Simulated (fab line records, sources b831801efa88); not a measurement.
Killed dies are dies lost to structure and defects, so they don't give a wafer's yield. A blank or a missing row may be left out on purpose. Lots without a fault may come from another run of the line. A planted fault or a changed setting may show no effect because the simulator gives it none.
One fault seen from 2 desks | flow gf180mcu | each desk has only its own numbers; what lay behind them comes last

THE METROLOGY DESK
What the gauges read, lot by lot, whatever tool the lot ran on: means of the sampled wafers that have a number. A lot is out of limits, marked OUT, if its mean lies more than 4 standard deviations from the usual mean; the brackets give that distance.
Columns: A = HV_LDD_03_OVL at GF_HV_LDD_OVL_MEAS_47, usual 0.5 nm; B = SAB_CVD_00_THK at GF_SAB_THK_MEAS_01, usual 49.9 nm; C = cd_nm at GF_SAB_CD_MEAS_09, usual 419.3 nm
lot  | first seen here | A    | B              | C
L134 | day 12 22:26    | 1.1  | 50.2           | 419.3
L135 | day 13 04:05    | 0.9  | 49.9           | 417.0
L137 | day 13 21:38    | 0.8  | 49.4           | 416.9
L138 | day 14 02:17    | -0.3 | 49.4           | 419.2
L139 | day 14 14:38    | -0.9 | 50.4           | 418.9
L140 | day 14 18:35    | 1.0  | 49.7           | 417.8
L141 | day 14 22:14    | 2.0  | 49.7           | 419.2
L142 | day 15 10:29    | -0.9 | 50.4           | 419.5
L146 | day 16 21:17    | 0.9  | 39.9 (-15) OUT | 422.1
L152 | day 18 20:17    | 1.2  | 50.0           | 416.2
L153 | day 19 04:40    | -0.4 | 49.4           | 422.3
L155 | day 19 15:25    | 2.2  | 50.3           | 417.4
L156 | day 20 10:32    | 0.4  | 49.6           | 417.1
This desk's finding: out of limits on L146; first on L146, day 19 00:36 (SAB_CVD_00_THK at GF_SAB_THK_MEAS_01). In limits: L134, L135, L137, L138, L139, L140, L141, L142, L152, L153, L155, L156.

THE TOOL OWNER'S DESK: pecvd-01
The tool's own readings at GF_SAB_CVD_00 (deposits SiO2 from TEOS, target thk 50 nm, time 4.9302 s): means of the sampled wafers that have a number, for each lot that ran on this tool. A lot is out of limits, marked OUT, if its mean lies more than 4 standard deviations from the usual mean; the brackets give that distance.
Columns: A = heater_power_w at GF_SAB_CVD_00, usual 631 W; B = rf_fwd_power_W at GF_SAB_CVD_00, usual 587 W
lot  | first seen here | A   | B
L140 | day 16 19:09    | 719 | 586
L146 | day 19 00:34    | 721 | 586
L155 | day 21 19:40    | 673 | 586
This desk's finding: nothing out of limits on any of the 3 lots.

PUT TOGETHER
The metrology desk could have raised an alarm at day 19 00:36, on L146.
The tool owner's desk saw nothing out of limits.
The tool owner's desk has L146 on record, within its limits.
Of the lots named, all ran GF_SAB_CVD_00 on pecvd-01.

WHAT THE SIMULATOR HAD PUT IN
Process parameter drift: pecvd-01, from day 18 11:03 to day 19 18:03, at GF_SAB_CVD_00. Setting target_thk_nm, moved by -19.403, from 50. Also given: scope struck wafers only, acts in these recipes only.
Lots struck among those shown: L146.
Hours from the fault's start to each desk's first reading out of limits: the metrology desk, 14.
